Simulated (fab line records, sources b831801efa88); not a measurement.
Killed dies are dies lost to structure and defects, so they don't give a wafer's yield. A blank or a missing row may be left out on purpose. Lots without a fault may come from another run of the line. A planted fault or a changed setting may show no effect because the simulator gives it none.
Which tool did it? | flow gf180mcu | 6 lots, 18 wafers sampled, at 2 steps of a route of 602

WHAT THE GAUGES READ, wafer by wafer
GF_V2_CD_MEAS_14: target cd 260 nm.
lot  | measured     | on        | cd_nm (nm)
L420 | day 21 01:48 | cd_sem-02 | 262.3 261.1 260.1
L422 | day 21 23:23 | cd_sem-02 | 260.3 258.9 260.1
L424 | day 22 10:28 | cd_sem-02 | 257.7 258.0 257.9
L434 | day 26 04:03 | cd_sem-01 | 257.7 257.7 257.6
L438 | day 27 04:06 | cd_sem-01 | 262.8 262.8 263.1
L440 | day 27 20:22 | cd_sem-02 | 259.4 259.6 260.7

WHICH TOOL RAN EACH LOT (tool, then ch and the chambers of the sampled wafers, then the start)
lot  | GF_POLY_GATE_CVD_00
L420 | lpcvd-01 ch 0, day 8 23:29
L422 | lpcvd-02 ch 1, day 9 14:17
L424 | lpcvd-01 ch 0, day 10 01:02
L434 | lpcvd-02 ch 0, day 13 02:25
L438 | lpcvd-02 ch 1, day 14 03:10
L440 | lpcvd-02 ch 1, day 14 17:38
- GF_POLY_GATE_CVD_00: deposits poly-Si, target thk 200 nm, time 1200 s.

THE ANSWER, worked out from the rows above alone
Rule: what is usual is taken from the lots themselves. Put in order of their means at a reading, lots are off if they are a third of the lots or fewer, leave a main group of 4 or more, and stand apart from it by a gap of 3 or more times the standard deviation of the main group's means; of several such gaps the widest counts. A main group whose means are all the same, to the digits that the tables above print for the reading, isn't used. A lot without any number at a reading at which 4 lots or more have one is off too. The other lots that the step has rows for count as sound.
No lot is off at any reading shown: from this, nothing can be told.

WHAT THE SIMULATOR HAD PUT IN
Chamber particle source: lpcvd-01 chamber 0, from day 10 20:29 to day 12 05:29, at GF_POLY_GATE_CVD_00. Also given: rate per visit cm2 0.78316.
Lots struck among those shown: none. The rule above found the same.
